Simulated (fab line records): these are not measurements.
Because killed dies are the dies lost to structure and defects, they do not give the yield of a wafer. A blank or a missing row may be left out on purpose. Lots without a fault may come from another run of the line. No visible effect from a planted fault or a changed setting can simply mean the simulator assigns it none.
What tool caused it? | flow sky130 | 37 wafers from 13 lots sampled at 5 of the route's 708 steps

## WHAT THE GAUGES READ, wafer by wafer
SKY_NWELL_THK_MEAS_02.
lot  | measured    | on            | NWELL_OXIDATION_THK (nm)
L450 | day 2 18:20 | film metro-01 | 10.03 10.19 10.00
L451 | day 3 00:40 | film metro-01 | 10.25 10.10 10.09
L452 | day 3 06:00 | film metro-04 | 9.82 9.69 9.92
L453 | day 4 01:26 | film metro-04 | 9.95 9.89 10.01
L454 | day 4 01:31 | film metro-04 | 9.91 9.93 9.74
L456 | day 4 07:29 | film metro-03 | 9.81 10.08 10.03
L457 | day 4 07:29 | film metro-01 | 9.88 10.06 9.96
L459 | day 4 14:14 | film metro-04 | 10.12 10.01 9.92
L461 | day 5 05:16 | film metro-01 | 10.08 10.02 10.05
L463 | day 5 13:26 | film metro-01 | 9.88 10.14
L465 | day 5 22:26 | film metro-03 | 9.78 9.65
L471 | day 7 08:18 | film metro-03 | 10.08 9.82 9.95
L472 | day 7 15:13 | film metro-04 | 9.95 10.04 10.14

SKY_VT_ADJUST_HVTP_CD_MEAS_07: target cd 380 nm.
lot  | measured     | on        | cd nm (nm)
L450 | day 6 09:10  | cd sem-02 | 381.2 382.5 381.4
L451 | day 6 16:32  | cd sem-02 | 373.9 377.0 377.5
L452 | day 7 00:53  | cd sem-02 | 379.0 376.6 377.8
L453 | day 7 23:20  | cd sem-02 | 378.4 377.1 379.3
L454 | day 8 02:10  | cd sem-02 | 381.2 381.0 380.9
L456 | day 8 08:38  | cd sem-02 | 382.0 382.2 380.9
L457 | day 8 08:56  | cd sem-01 | 379.8 379.6 380.4
L459 | day 8 15:19  | cd sem-02 | 377.8 379.0 378.0
L461 | day 9 09:53  | cd sem-02 | 375.3 377.9 378.2
L463 | day 9 22:31  | cd sem-01 | 378.8 380.3
L465 | day 10 08:13 | cd sem-01 | 382.9 382.7
L471 | day 12 01:05 | cd sem-01 | 380.5 380.7 381.0
L472 | day 12 08:04 | cd sem-01 | 381.4 381.8 381.9

SKY_POLY_GATE_CD_MEAS_13: target cd 150 nm.
lot  | measured     | on        | cd nm (nm)
L450 | day 17 03:51 | cd sem-01 | 150.9 148.5 149.4
L451 | day 17 11:16 | cd sem-02 | 149.1 147.3 147.9
L452 | day 17 19:50 | cd sem-01 | 149.3 147.9 148.8
L453 | day 19 01:07 | cd sem-02 | 151.6 150.5 150.7
L454 | day 19 06:29 | cd sem-01 | 150.2 151.9 152.6
L456 | day 19 21:47 | cd sem-01 | 149.8 150.6 149.5
L457 | day 19 18:55 | cd sem-02 | 148.9 148.2 148.8
L459 | day 20 01:51 | cd sem-02 | 150.0 148.7 150.0
L461 | day 21 02:29 | cd sem-02 | 148.3 148.3 148.2
L463 | day 21 21:42 | cd sem-01 | 128.0 149.6
L465 | day 22 08:47 | cd sem-02 | 129.9 152.9
L471 | day 24 14:25 | cd sem-01 | 149.8 149.2 150.0
L472 | day 24 19:01 | cd sem-02 | 148.3 147.5 147.5

## WHAT TOOL EACH LOT RAN ON (gives the tool, then ch and the chambers of the sampled wafers, and finally the start)
lot  | SKY_NWELL_STRIP_14                   | SKY_POLY_GATE_EXPOSE_10
L450 | plasma asher-03 ch 0,1, day 4 19:35  | krf scanner-02 ch 0, day 16 13:19
L451 | plasma asher-02 ch 0,1, day 5 03:17  | krf scanner-01 ch 0, day 16 21:11
L452 | plasma asher-02 ch 1, day 5 09:09    | krf scanner-02 ch 0, day 17 06:22
L453 | plasma asher-03 ch 0,1, day 6 06:50  | krf scanner-01 ch 0, day 18 10:25
L454 | plasma asher-02 ch 0,1, day 6 08:40  | krf scanner-02 ch 0, day 18 15:07
L456 | plasma asher-01 ch 0,1, day 6 14:35  | krf scanner-01 ch 0, day 19 06:05
L457 | plasma asher-02 ch 0,1, day 6 14:56  | krf scanner-01 ch 0, day 19 03:39
L459 | plasma asher-01 ch 0, day 6 21:53    | krf scanner-02 ch 0, day 19 10:23
L461 | plasma asher-02 ch 0,1, day 7 15:15  | krf scanner-02 ch 0, day 20 11:36
L463 | plasma asher-02 ch 0, day 8 01:50    | krf scanner-02 ch 0, day 21 06:16
L465 | plasma asher-01 ch 1, day 8 10:44    | krf scanner-02 ch 0, day 21 17:31
L471 | plasma asher-03 ch 0,1, day 10 01:33 | krf scanner-02 ch 0, day 23 23:25
L472 | plasma asher-01 ch 0,1, day 10 08:51 | krf scanner-02 ch 0, day 24 04:43
- SKY_NWELL_STRIP_14: strips in O2/N2.
- SKY_POLY_GATE_EXPOSE_10: exposes mask P1M, target cd 150 nm.

## AS READ BY THE TOOLS THEMSELVES (means over the sampled wafers that have a number; for cases with no such wafer, the mark the record gives instead)
SKY_NWELL_STRIP_14.
lot  | tool            | drypump motor current A (A) | n2 flow sccm (sccm) | oes product au (a.u.) | strip time to endpoint s (s)
L450 | plasma asher-03 | 5.3                         | 299.4               | 0.721                 | 37.03
L451 | plasma asher-02 | 5.3                         | 299.0               | 0.719                 | 37.02
L452 | plasma asher-02 | 5.7                         | 300.3               | 0.721                 | 37.04
L453 | plasma asher-03 | 5.3                         | 300.8               | 0.727                 | 36.87
L454 | plasma asher-02 | 5.5                         | 300.2               | 0.721                 | 36.88
L456 | plasma asher-01 | 5.7                         | 300.0               | 0.725                 | 36.94
L457 | plasma asher-02 | 5.3                         | 299.2               | 0.721                 | 36.97
L459 | plasma asher-01 | 6.1                         | 301.3               | 0.725                 | 36.84
L461 | plasma asher-02 | 5.5                         | 299.1               | 0.719                 | 36.83
L463 | plasma asher-02 | 5.0                         | 300.0               | 0.726                 | 36.80
L465 | plasma asher-01 | 5.0                         | 301.1               | 0.722                 | 36.99
L471 | plasma asher-03 | 5.3                         | 301.4               | 0.726                 | 36.75
L472 | plasma asher-01 | 5.4                         | 299.8               | 0.726                 | 36.85

SKY_POLY_GATE_EXPOSE_10.
lot  | tool           | exposure dose mJ cm2
L450 | krf scanner-02 | 27.981
L451 | krf scanner-01 | 27.986
L452 | krf scanner-02 | 27.986
L453 | krf scanner-01 | 27.997
L454 | krf scanner-02 | 28.025
L456 | krf scanner-01 | 27.994
L457 | krf scanner-01 | 28.032
L459 | krf scanner-02 | 27.991
L461 | krf scanner-02 | 28.010
L463 | krf scanner-02 | 27.983
L465 | krf scanner-02 | 28.007
L471 | krf scanner-02 | 27.970
L472 | krf scanner-02 | 27.984

## THE ANSWER, worked out from the rows above alone
Rule: usual is defined by the lots themselves. The widest of any qualifying gaps counts: lots, ordered by their means at a reading, are off when they make up no more than a third of the lots, leave a main group of 4 or more, and stand apart from it by 3 or more times the standard deviation of that group's means. If all means in a main group match to the digits the tables above print for the reading, that group is not used. Also off: a lot with no number at a reading for which 4 or more lots have one. Where the step has rows for the other lots, those lots are counted as sound. After the gauges, taken in route order, come the tools' own readings; for these a lot's mean is taken, as printed above. The first step at which some lot is off is used, and at that step the reading that is off furthest; a lot without a number counts as furthest.
Off: L463, L465 (SKY_POLY_GATE_CD_MEAS_13, cd nm). The main group has a mean of 149.3 nm with a standard deviation of 1.1.
A tool fits if, at a process step before that reading, it ran every lot that is off, and no sound lot after the first of them. The gauges at SKY_POLY_GATE_CD_MEAS_13 are tried like those tools. None of those tried fits.

## WHAT THE SIMULATOR PUT IN
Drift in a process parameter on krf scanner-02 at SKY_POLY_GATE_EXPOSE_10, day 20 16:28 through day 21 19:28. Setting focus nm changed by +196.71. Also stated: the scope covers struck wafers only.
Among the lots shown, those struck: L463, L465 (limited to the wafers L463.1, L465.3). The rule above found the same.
